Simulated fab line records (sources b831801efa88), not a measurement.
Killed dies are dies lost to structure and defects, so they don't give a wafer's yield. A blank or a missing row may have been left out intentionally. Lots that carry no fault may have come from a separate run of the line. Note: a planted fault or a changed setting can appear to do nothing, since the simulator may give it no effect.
fab line records	flow sfqLine
record: lots: 14	wafers: 40	lastDay: 83
route steps=325 shown I4@173 JJ@196 M5@205 R5@216
lots that met no fault: taken from a fault-free run of the same line
startH: hours from the record's opening day to when the first of the lot's shown wafers began	waitH: time in hours since the lot's previous step	" as in the row above	L1.1+2: one row covering several wafers at once	- no value, or no start given	* or withheld: withheld	< > ~ a bound
route shown NAME@n: NAME is a module with steps in the file, n the number in the route of the first one	usual: average and standard deviation across the fault-free wafers	same: alike in all rows	chamber/n: place in a boat	sites: the reading at each site	_std_site: how widely they spread, as a standard deviation	_edge_site: outer sites' mean less inner sites'	radiusMm: for every site, how far away it sits from the centre of the wafer	mask NAME#n: copy n	behind: the most recent tool/chamber to have shaped the wafer	hold: the reason the lot was held/the length of the hold in hours/how it ended	device: which transistor (n, p or np) failed to switch	end of line: the tests these same wafers got at the end of their route	step lacking rows: just its recipe	killed: count of dies lost to structure and defects at first sort (not the wafer's yield)	map: dies across one wafer; x = killed, . = not, _ = none there
set.NAME: setting as actually run; set.NAME@STEP: the setting as run at that earlier step	model.NAME: the simulator's own value behind a step, which no gauge read
a sample of lots followed through the steps of the route, with each step as a table and each wafer as a row
services: from which hour (startH, from the record's first day; less than 0 if before it) a tool's chamber was out of use, for how many hours, and why
== steps ==
step: SFQ_I4_OVL_MEAS_928
usual: I4_OVL: -2/5.4
lot.wafer	tool	chamber	startH	waitH	I4_OVL[nm]
L743.2	overlay-01	-	1094.09	0.1	-8
L743.5	"	-	"	"	-8
L743.6	"	-	"	"	-7
L744.2	overlay-02	-	1107.29	0.1	7
L744.5	"	-	"	"	4
L744.6	"	-	"	"	10
L746.1	overlay-02	-	1114.48	0.1	-1
L746.2	"	-	"	"	5
L746.3	"	-	"	"	4
L747.1	overlay-02	-	1116.88	0.1	-1
L747.4	"	-	"	"	3
L747.6	"	-	"	"	-1
L748.1	overlay-01	-	1162.43	0.1	-3
L748.3	"	-	"	"	6
L748.5	"	-	"	"	5
L749.1	overlay-01	-	1214.28	0.1	-9
L749.3	"	-	"	"	-5
L749.6	"	-	"	"	-8
L755.3	overlay-01	-	1260.30	0.1	-1
L755.6	"	-	"	"	-8
L758.3	overlay-01	-	1274.70	0.1	-2
L758.4	"	-	"	"	4
L760.2	overlay-01	-	1296.29	0.1	-9
L760.3	"	-	"	"	-9
L760.5	"	-	"	"	-4
L761.4	overlay-01	-	1299.90	0.1	-3
L761.5	"	-	"	"	-6
L761.6	"	-	"	"	2
L762.1	overlay-01	-	1307.08	0.1	-6
L762.3	"	-	"	"	-7
L762.6	"	-	"	"	-13
L764.3	overlay-01	-	1323.66	0.1	1
L764.4	"	-	"	"	-1
L764.5	"	-	"	"	5
L765.1	overlay-02	-	1324.85	0.1	-8
L765.2	"	-	"	"	-6
L765.6	"	-	"	"	-9
L766.4	overlay-01	-	1328.46	0.1	-4
L766.5	"	-	"	"	0
L766.6	"	-	"	"	0
step: SFQ_TRILAYER_JJ_CE_STRIP_STRIP_120
recipe: gas: O2	powerW: 200	platenTempC: 40	overashFraction: 0.65	chemistry: O2	pressureMtorr: 50
usual: drypumpMotorCurrentA: 5.9/0.49	oesProductAu: 0.993/0.007
lot.wafer	tool	chamber	startH	waitH	drypumpMotorCurrentA	oesProductAu	rfHoursCounterH
L743.2	rieMetal-02	1	1239.22	0.0	5.9	0.991	4
L743.5	"	0	"	"	6.6	0.986	-
L743.6	"	1	"	"	5.9	0.992	-
L744.2	rieMetal-03	0	1251.42	0.0	6.0	0.992	15
L744.5	"	1	"	"	5.0	0.994	-
L744.6	"	0	"	"	6.0	0.996	-
L746.1	rieMetal-02	1	1258.62	0.0	5.9	0.995	7
L746.2	"	0	"	"	6.6	0.993	92
L746.3	"	0	"	"	6.6	0.994	-
L747.1	rieMetal-03	0	1261.02	0.0	6.0	0.989	16
L747.4	"	0	"	"	6.0	1.005	-
L747.6	"	0	"	"	5.9	1.005	-
L748.1	rieMetal-01	0	1297.06	0.0	5.3	0.994	60
L748.3	"	0	"	"	5.3	0.991	-
L748.5	"	0	"	"	5.3	0.994	-
L749.1	rieMetal-03	1	1336.38	0.0	5.0	0.986	108
L749.3	"	0	"	"	6.0	1.006	-
L749.6	"	1	"	"	5.0	0.989	-
L755.3	rieMetal-02	1	1383.50	0.4	5.9	0.989	-
L755.6	"	1	"	"	5.9	0.987	-
L758.3	rieMetal-02	1	1394.25	0.4	5.9	0.980	-
L758.4	"	1	"	"	5.9	0.993	-
L760.2	rieMetal-02	0	1406.86	0.0	6.6	0.986	111
L760.3	"	0	"	"	6.6	0.990	-
L760.5	"	1	"	"	5.9	0.986	-
L761.4	rieMetal-02	1	1411.16	0.2	5.9	0.986	-
L761.5	"	0	"	"	6.6	0.991	-
L761.6	"	1	"	"	5.9	0.998	-
L762.1	rieMetal-03	1	1420.06	0.0	5.0	0.997	120
L762.3	"	1	"	"	5.0	0.998	-
L762.6	"	1	"	"	5.0	0.987	-
L764.3	rieMetal-02	0	1447.86	0.2	6.6	0.991	-
L764.4	"	1	"	"	5.9	0.991	-
L764.5	"	1	"	"	5.9	0.987	-
L765.1	rieMetal-03	1	1450.06	0.0	5.0	1.003	126
L765.2	"	0	"	"	5.9	1.000	49
L765.6	"	1	"	"	5.0	1.005	-
L766.4	rieMetal-02	0	1452.66	0.2	6.6	1.002	-
L766.5	"	1	"	"	5.9	0.983	-
L766.6	"	0	"	"	6.6	0.994	-
step: SFQ_TRILAYER_M5_BARC_OPEN_METAL_ETCH_161
recipe: maskMaterial: PR	chemistry: O2	targetDepthNm: 125	target: BARC	icpW: 600	biasW: 80	pressureMtorr: 10	timeS: 41.7
usual: drypumpMotorCurrentA: 5.9/0.5	oesProductAu: 0.685/0.0048	runLengthS: 69.7/0.6
lot.wafer	tool	chamber	startH	waitH	drypumpMotorCurrentA	oesProductAu	rfHoursCounterH	runLengthS
L743.2	rieMetal-04	1	1359.36	0.0	5.3	0.682	22	69.1
L743.5	"	1	"	"	5.3	0.680	-	69.3
L743.6	"	0	"	"	6.2	0.688	-	69.0
L744.2	rieMetal-02	1	1371.36	0.0	5.9	0.680	24	69.4
L744.5	"	1	"	"	5.9	0.686	-	69.9
L744.6	"	0	"	"	6.6	0.684	-	70.7
L746.1	rieMetal-02	1	1377.36	0.0	5.9	0.684	25	69.7
L746.2	"	0	"	"	6.6	0.682	110	70.7
L746.3	"	0	"	"	6.6	0.698	-	70.7
L747.1	rieMetal-01	0	1379.76	0.0	5.3	0.676	74	69.8
L747.4	"	1	"	"	5.7	0.683	-	69.5
L747.6	"	1	"	"	5.7	0.686	-	70.0
L748.1	rieMetal-04	0	1403.76	0.0	6.2	0.685	22	68.9
L748.3	"	0	"	"	6.2	0.683	-	69.4
L748.5	"	0	"	"	6.2	0.677	-	69.4
L749.1	rieMetal-02	0	1458.96	0.0	6.6	0.686	119	71.1
L749.3	"	0	"	"	6.6	0.681	-	70.6
L749.6	"	1	"	"	5.9	0.684	-	69.8
L755.3	rieMetal-01	1	1492.83	0.0	5.7	0.689	-	69.4
L755.6	"	0	"	"	5.3	0.609	-	82.1
L758.3	rieMetal-01	0	1508.23	0.0	5.3	0.685	-	69.7
L758.4	"	1	"	"	5.6	0.612	-	81.7
L760.2	rieMetal-04	1	1523.93	0.0	5.3	0.692	49	69.3
L760.3	"	0	"	"	6.2	0.685	-	69.0
L760.5	"	0	"	"	6.2	0.682	-	69.4
L761.4	rieMetal-02	0	1525.19	0.1	6.6	0.680	-	70.9
L761.5	"	0	"	"	6.6	0.689	-	70.5
L761.6	"	0	"	"	6.6	0.692	-	70.8
L762.1	rieMetal-02	0	1531.13	0.0	6.6	0.690	133	70.7
L762.3	"	0	"	"	6.6	0.691	-	70.6
L762.6	"	0	"	"	6.6	0.681	-	70.7
L764.3	rieMetal-04	1	1553.97	0.1	5.3	0.675	-	69.1
L764.4	"	1	"	"	5.3	0.685	-	69.4
L764.5	"	1	"	"	5.3	0.686	-	69.2
L765.1	rieMetal-04	1	1558.73	0.0	5.3	0.694	54	69.2
L765.2	"	0	"	"	6.2	0.678	38	69.1
L765.6	"	1	"	"	5.3	0.684	-	69.4
L766.4	rieMetal-02	0	1559.95	0.0	6.6	0.688	-	71.0
L766.5	"	0	"	"	6.6	0.692	-	70.6
L766.6	"	1	"	"	6.0	0.683	-	69.8
step: SFQ_R5_THK_MEAS_934
recipe: thkMeasGauge: xrf	reads: MoNx_of_TRILAYER_R5_DEP_SPUTTER_133
usual: R5_MONX_THK: 39.4/0.42
lot.wafer	tool	chamber	startH	waitH	R5_MONX_THK[nm]
L743.2	filmMetro-03	-	1364.90	0.1	39.1
L743.5	"	-	"	"	39.6
L743.6	"	-	"	"	39.7
L744.2	filmMetro-01	-	1377.43	0.1	39.7
L744.5	"	-	"	"	39.5
L744.6	"	-	"	"	39.8
L746.1	filmMetro-02	-	1383.06	0.1	39.0
L746.2	"	-	"	"	38.9
L746.3	"	-	"	"	38.8
L747.1	filmMetro-02	-	1386.06	0.1	39.1
L747.4	"	-	"	"	39.0
L747.6	"	-	"	"	39.2
L748.1	filmMetro-01	-	1409.29	0.1	40.3
L748.3	"	-	"	"	40.5
L748.5	"	-	"	"	40.1
L749.1	filmMetro-02	-	1465.61	0.1	39.2
L749.3	"	-	"	"	39.4
L749.6	"	-	"	"	39.9
L755.3	filmMetro-01	-	1498.36	0.1	40.1
L755.6	"	-	"	"	40.1
L758.3	filmMetro-02	-	1514.97	0.1	39.5
L758.4	"	-	"	"	39.4
L760.2	filmMetro-02	-	1535.87	0.1	39.7
L760.3	"	-	"	"	39.6
L760.5	"	-	"	"	39.7
L761.4	filmMetro-02	-	1542.14	0.1	39.9
L761.5	"	-	"	"	39.7
L761.6	"	-	"	"	39.5
L762.1	filmMetro-03	-	1552.40	0.1	39.4
L762.3	"	-	"	"	39.7
L762.6	"	-	"	"	39.6
L764.3	filmMetro-03	-	1563.37	0.1	39.4
L764.4	"	-	"	"	39.5
L764.5	"	-	"	"	39.4
L765.1	filmMetro-03	-	1564.40	0.1	39.0
L765.2	"	-	"	"	39.2
L765.6	"	-	"	"	39.2
L766.4	filmMetro-01	-	1567.43	0.1	39.9
L766.5	"	-	"	"	39.9
L766.6	"	-	"	"	39.7
== services ==
tool	chamber	startH	hours	kind
rieMetal-04	1	1220.26	-	clean
rieMetal-04	1	1220.26	-	consumableReplace:focusRing
rieMetal-04	1	1220.26	23.1	scheduledDown
rieMetal-04	1	1220.26	23.1	ventCycle
rieMetal-01	1	1228.66	1.9	repair
rieMetal-03	1	1234.78	5.5	repair
rieMetal-04	0	1243.41	-	clean
rieMetal-04	0	1243.41	-	consumableReplace:focusRing
rieMetal-03	1	1290.82	12.4	repair
rieMetal-01	-	1301.64	2.8	pm
rieMetal-04	0	1308.62	1.9	repair
rieMetal-02	-	1321.17	1.4	pm
rieMetal-02	0	1378.67	22.1	repair
rieMetal-01	0	1393.27	5.6	repair
rieMetal-04	-	1393.39	1.0	repair
rieMetal-01	-	1425.43	22.6	repair
rieMetal-04	0	1458.27	24.1	repair
rieMetal-01	-	1459.42	0.2	repair
rieMetal-02	1	1505.48	28.5	repair
rieMetal-02	0	1542.74	-	clean
rieMetal-02	0	1542.74	-	consumableReplace:focusRing
rieMetal-02	0	1542.74	16.0	scheduledDown
rieMetal-02	0	1542.74	16.0	ventCycle
rieMetal-04	0	1544.99	12.3	repair
== key ==
firstSign: step: SFQ_TRILAYER_M5_BARC_OPEN_METAL_ETCH_161	reading: runLengthS	direction: up	sigmas: 20	usual: *	struck: *
effect: step: SFQ_TRILAYER_M5_BARC_OPEN_METAL_ETCH_161	reading: oesProductAu	direction: down	sigmas: 16	usual: 0.685	struck: 0.611
metAt SFQ_TRILAYER_M5_BARC_OPEN_METAL_ETCH_161
struckLots L755,L758
struckWafers L755.6,L758.4
notActingAt SFQ_I4_OVL_MEAS_928,SFQ_TRILAYER_JJ_CE_STRIP_STRIP_120,SFQ_R5_THK_MEAS_934
onsetBetween 1379.76 1492.83
fault: kind: processParameterDrift	tool: rieMetal-01	chamber: -	onsetH: 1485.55	steps: SFQ_TRILAYER_M5_BARC_OPEN_METAL_ETCH_161	channel: timeS	offset: *	shape: step	endH: 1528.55	scope: struckWafersOnly	actsIn: *	stated: *
